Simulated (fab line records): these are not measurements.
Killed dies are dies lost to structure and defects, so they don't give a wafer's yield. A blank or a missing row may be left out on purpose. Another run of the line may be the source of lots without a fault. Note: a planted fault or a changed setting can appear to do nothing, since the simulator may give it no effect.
Which tool did it? + flow gf180mcu + 12 lots with 36 wafers sampled at 6 steps, on a route of 602 steps

== WHAT THE GAUGES SHOWED, per wafer ==
GF_M5_OVL_MEAS_08. Usual: M5_OVL -4 nm, standard deviation 5.2.
| lot  | measured     | on         | M5_OVL (nm) | flag |
|------|--------------|------------|-------------|------|
| L363 | day 26 06:58 | overlay-02 | -8 -4 1     |      |
| L365 | day 27 00:33 | overlay-01 | -2 -8 -9    |      |
| L367 | day 27 15:46 | overlay-01 | 2 -12 -3    |      |
| L368 | day 28 01:11 | overlay-01 | -10 2 -5    |      |
| L369 | day 28 08:17 | overlay-02 | 0 -12 -4    |      |
| L370 | day 28 11:32 | overlay-01 | -2 -2 1     |      |
| L374 | day 29 13:43 | overlay-02 | -2 -9 -2    |      |
| L377 | day 30 11:38 | overlay-01 | -5 -10 -6   |      |
| L379 | day 31 06:10 | overlay-01 | -9 2 5      |      |
| L381 | day 31 17:33 | overlay-01 | -2 -2 -1    |      |
| L384 | day 32 18:02 | overlay-02 | -5 -7 3     |      |
| L386 | day 32 18:07 | overlay-01 | -2 -6 -6    |      |

GF_TOP_METAL_RS_MEAS_05: a four-point-probe measurement. Usual: TOP_METAL_ALCU_RS 0.0329 ohm/sq, standard deviation 0.00041.
| lot  | measured     | on            | TOP_METAL_ALCU_RS (ohm/sq) | flag |
|------|--------------|---------------|----------------------------|------|
| L363 | day 27 06:18 | film_metro-03 | 0.0326 0.0331 0.0331       |      |
| L365 | day 27 23:16 | film_metro-01 | 0.0327 0.0328 0.0329       |      |
| L367 | day 28 14:19 | film_metro-03 | 0.0331 0.0327 0.0326       |      |
| L368 | day 28 23:19 | film_metro-03 | 0.0323 0.0324 0.0323       |      |
| L369 | day 29 07:02 | film_metro-03 | 0.0330 0.0332 0.0326       |      |
| L370 | day 29 09:28 | film_metro-03 | 0.0326 0.0329 0.0323       |      |
| L374 | day 30 11:13 | film_metro-01 | 0.0403 0.0405 0.0405       | OFF  |
| L377 | day 31 08:02 | film_metro-03 | 0.0407 0.0404 0.0407       | OFF  |
| L379 | day 32 02:07 | film_metro-03 | 0.0330 0.0327 0.0325       |      |
| L381 | day 32 13:26 | film_metro-03 | 0.0326 0.0326 0.0325       |      |
| L384 | day 33 13:49 | film_metro-04 | 0.0327 0.0330 0.0327       |      |
| L386 | day 33 12:32 | film_metro-03 | 0.0320 0.0323 0.0318       |      |

GF_TOP_METAL_THK_MEAS_06: measures by xrf. Usual: TOP_METAL_ALCU_THK 889 nm, standard deviation 12.
| lot  | measured     | on            | TOP_METAL_ALCU_THK (nm) | flag |
|------|--------------|---------------|-------------------------|------|
| L363 | day 27 06:25 | film_metro-03 | 903 889 886             |      |
| L365 | day 27 23:23 | film_metro-01 | 888 889 884             |      |
| L367 | day 28 14:26 | film_metro-03 | 886 894 895             |      |
| L368 | day 28 23:25 | film_metro-03 | 901 902 906             |      |
| L369 | day 29 07:09 | film_metro-03 | 883 880 897             |      |
| L370 | day 29 09:35 | film_metro-03 | 896 885 905             |      |
| L374 | day 30 11:19 | film_metro-01 | 723 724 715             | OFF  |
| L377 | day 31 08:09 | film_metro-03 | 720 724 720             | OFF  |
| L379 | day 32 02:13 | film_metro-03 | 887 895 899             |      |
| L381 | day 32 13:32 | film_metro-03 | 897 898 904             |      |
| L384 | day 33 13:56 | film_metro-04 | 890 887 890             |      |
| L386 | day 33 12:39 | film_metro-03 | 917 902 921             |      |

== WHICH TOOL RAN EACH LOT (tool, then ch and the chambers of the sampled wafers, then the start) ==
| lot  | GF_MIM_SPUTTER_08            | GF_TOP_METAL_SPUTTER_02      | GF_TOP_METAL_SPUTTER_03      |
|------|------------------------------|------------------------------|------------------------------|
| L363 | pvd_sputter-02, day 24 10:49 | pvd_sputter-04, day 27 06:13 | pvd_sputter-04, day 27 06:16 |
| L365 | pvd_sputter-03, day 25 05:58 | pvd_sputter-01, day 27 23:11 | pvd_sputter-01, day 27 23:14 |
| L367 | pvd_sputter-02, day 25 22:16 | pvd_sputter-01, day 28 14:13 | pvd_sputter-01, day 28 14:16 |
| L368 | pvd_sputter-03, day 26 08:05 | pvd_sputter-03, day 28 23:12 | pvd_sputter-03, day 28 23:14 |
| L369 | pvd_sputter-02, day 26 16:13 | pvd_sputter-04, day 29 06:56 | pvd_sputter-04, day 29 06:59 |
| L370 | pvd_sputter-04, day 26 19:31 | pvd_sputter-04, day 29 09:22 | pvd_sputter-04, day 29 09:25 |
| L374 | pvd_sputter-02, day 27 23:04 | pvd_sputter-01, day 30 11:05 | pvd_sputter-01, day 30 11:08 |
| L377 | pvd_sputter-02, day 28 23:07 | pvd_sputter-01, day 31 07:56 | pvd_sputter-01, day 31 07:59 |
| L379 | pvd_sputter-04, day 29 15:56 | pvd_sputter-03, day 32 02:00 | pvd_sputter-03, day 32 02:03 |
| L381 | pvd_sputter-04, day 30 06:46 | pvd_sputter-03, day 32 13:18 | pvd_sputter-03, day 32 13:20 |
| L384 | pvd_sputter-02, day 31 08:08 | pvd_sputter-04, day 33 13:43 | pvd_sputter-04, day 33 13:46 |
| L386 | pvd_sputter-02, day 31 08:34 | pvd_sputter-03, day 33 12:26 | pvd_sputter-03, day 33 12:29 |
- GF_MIM_SPUTTER_08: material AlCu, target thk 200 nm, time 10.6 s.
- GF_TOP_METAL_SPUTTER_02: material AlCu, target thk 900 nm, time 47.82 s.
- GF_TOP_METAL_SPUTTER_03: material Ti, target thk 5 nm, time 3.3 s.

== AS READ BY THE TOOLS THEMSELVES (means over the sampled wafers that have a number; for cases with no such wafer, the mark the record gives instead) ==
GF_MIM_SPUTTER_08. Usual: throttle_valve_pct reads 29.6 % (standard deviation 0.94).
| lot  | tool           | throttle_valve_pct (%) | flag |
|------|----------------|------------------------|------|
| L363 | pvd_sputter-02 | 29.4                   |      |
| L365 | pvd_sputter-03 | 29.1                   |      |
| L367 | pvd_sputter-02 | 29.9                   |      |
| L368 | pvd_sputter-03 | 29.1                   |      |
| L369 | pvd_sputter-02 | 30.0                   |      |
| L370 | pvd_sputter-04 | 29.4                   |      |
| L374 | pvd_sputter-02 | 29.4                   |      |
| L377 | pvd_sputter-02 | 30.0                   |      |
| L379 | pvd_sputter-04 | 29.4                   |      |
| L381 | pvd_sputter-04 | 30.0                   |      |
| L384 | pvd_sputter-02 | 29.5                   |      |
| L386 | pvd_sputter-02 | 30.0                   |      |

GF_TOP_METAL_SPUTTER_02. Usual: throttle_valve_pct reads 29.7 % (standard deviation 1).
| lot  | tool           | throttle_valve_pct (%) | flag |
|------|----------------|------------------------|------|
| L363 | pvd_sputter-04 | 29.3                   |      |
| L365 | pvd_sputter-01 | 30.3                   |      |
| L367 | pvd_sputter-01 | 29.4                   |      |
| L368 | pvd_sputter-03 | 30.1                   |      |
| L369 | pvd_sputter-04 | 29.9                   |      |
| L370 | pvd_sputter-04 | 30.0                   |      |
| L374 | pvd_sputter-01 | 28.8                   |      |
| L377 | pvd_sputter-01 | 30.0                   |      |
| L379 | pvd_sputter-03 | 29.3                   |      |
| L381 | pvd_sputter-03 | 29.9                   |      |
| L384 | pvd_sputter-04 | 29.5                   |      |
| L386 | pvd_sputter-03 | 29.1                   |      |

GF_TOP_METAL_SPUTTER_03. Usual: throttle_valve_pct reads 29.7 % (standard deviation 1).
| lot  | tool           | throttle_valve_pct (%) | flag |
|------|----------------|------------------------|------|
| L363 | pvd_sputter-04 | 29.4                   |      |
| L365 | pvd_sputter-01 | 30.3                   |      |
| L367 | pvd_sputter-01 | 29.5                   |      |
| L368 | pvd_sputter-03 | 30.1                   |      |
| L369 | pvd_sputter-04 | 30.0                   |      |
| L370 | pvd_sputter-04 | 29.9                   |      |
| L374 | pvd_sputter-01 | 28.7                   |      |
| L377 | pvd_sputter-01 | 30.1                   |      |
| L379 | pvd_sputter-03 | 29.3                   |      |
| L381 | pvd_sputter-03 | 30.0                   |      |
| L384 | pvd_sputter-04 | 29.5                   |      |
| L386 | pvd_sputter-03 | 29.4                   |      |

== THE ANSWER, worked out from the rows above alone ==
Rule: lot off if the mean of its wafers having a number is beyond 3 standard deviations from the usual mean. A lot without any number at a reading at which 4 lots or more have one is off too. All remaining lots with rows at the step are treated as sound. First the gauges in route order, then the tools' own readings, where a lot's mean is used as printed above. At the first step where some lot is off, the reading lying furthest off is the one used; lots without a number count as furthest.
Off: at GF_TOP_METAL_RS_MEAS_05 (TOP_METAL_ALCU_RS), L374, L377.
A tool fits if, at a process step before that reading, it ran every lot that is off, and no sound lot after the first of them. The gauges at GF_TOP_METAL_RS_MEAS_05 are tried like those tools. One fits: pvd_sputter-01 at GF_TOP_METAL_SPUTTER_02 and GF_TOP_METAL_SPUTTER_03. At GF_TOP_METAL_SPUTTER_02 its last sound lot is L367 (day 28 14:13), its first lot that is off L374 (day 30 11:05): a fault that began between those two fits.

== WHAT THE SIMULATOR HAD INSERTED ==
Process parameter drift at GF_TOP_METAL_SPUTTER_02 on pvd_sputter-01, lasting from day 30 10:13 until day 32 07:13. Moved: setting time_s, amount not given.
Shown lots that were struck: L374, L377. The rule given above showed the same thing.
